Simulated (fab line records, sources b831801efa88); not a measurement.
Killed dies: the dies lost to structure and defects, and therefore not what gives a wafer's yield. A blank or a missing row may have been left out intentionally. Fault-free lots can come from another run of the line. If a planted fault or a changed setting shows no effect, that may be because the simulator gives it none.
A single fault, viewed from 2 desks ; flow gf180mcu ; each desk holds nothing but its own numbers, with what lay behind them at the end

AT THE METROLOGY DESK
Lot by lot, what the gauges showed, no matter which tool ran the lot: averages of those sampled wafers that carry a number. A lot is out of limits, marked OUT, if its mean lies more than 4 standard deviations from the usual mean; the brackets give that distance. 7 of its 11 readings are shown, namely those furthest out on some lot.
Columns: A = VT_IMPLANT_3_TW at GF_VT_IMPLANT_TW_MEAS_32, usual 270.7; B = VT_IMPLANT_03_OVL at GF_VT_IMPLANT_OVL_MEAS_40, usual -0.4 nm; C = VT_IMPLANT_4_TW at GF_VT_IMPLANT_TW_MEAS_43, usual 693; D = MVSD_RS at GF_VT_IMPLANT_RS_MEAS_46, usual 456.8 ohm/sq; E = LVPWELL_RS at GF_VT_IMPLANT_RS_MEAS_48, usual 1197 ohm/sq; F = DUAL_GATE_OVL at GF_DUAL_GATE_OVL_MEAS_11, usual -0.5 nm; G = POLY_GATE_CVD_00_THK at GF_POLY_GATE_THK_MEAS_01, usual 200.3 nm
lot;first seen here;A;B;C;D;E;F;G
L217;day 6 23:01;270.5;1.4;693;456.2;1196;-0.0;201.1
L219;day 7 11:37;268.0;-1.4;687;456.4;1197;1.0;197.4
L220;day 7 17:46;272.0;-2.3;698;457.0;1201;-0.2;200.0
L226;day 9 06:37;268.3;1.4;678;456.4;1199;-0.0;198.8
L228;day 9 19:04;266.7;0.9;681;455.4;1196;-2.1;200.0
L240;day 13 02:40;268.7;-1.3;700;454.2;1198;-1.6;201.6
This desk's verdict: no lot among the 6 shows anything out of limits.

DESK OF THE TOOL OWNER: implanter-03
GF_VT_IMPLANT_IMPLANT_41, tool's own readings: per-lot mean of the sampled wafers with a number, covering each lot this tool ran. A lot is out of limits, marked OUT, if its mean lies more than 4 standard deviations from the usual mean; the brackets give that distance.
Columns: A = faraday-current-uA at GF_VT_IMPLANT_IMPLANT_41, usual 5.72
lot;first seen here;A
L217;day 7 14:20;5.64
L226;day 10 00:13;5.62
L228;day 10 12:40;5.64
This desk's verdict: no lot among the 3 shows anything out of limits.

PUT TOGETHER
Metrology desk: nothing out of limits seen.
Nothing out of limits was seen by the tool owner's desk.

WHAT WAS PUT IN BY THE SIMULATOR
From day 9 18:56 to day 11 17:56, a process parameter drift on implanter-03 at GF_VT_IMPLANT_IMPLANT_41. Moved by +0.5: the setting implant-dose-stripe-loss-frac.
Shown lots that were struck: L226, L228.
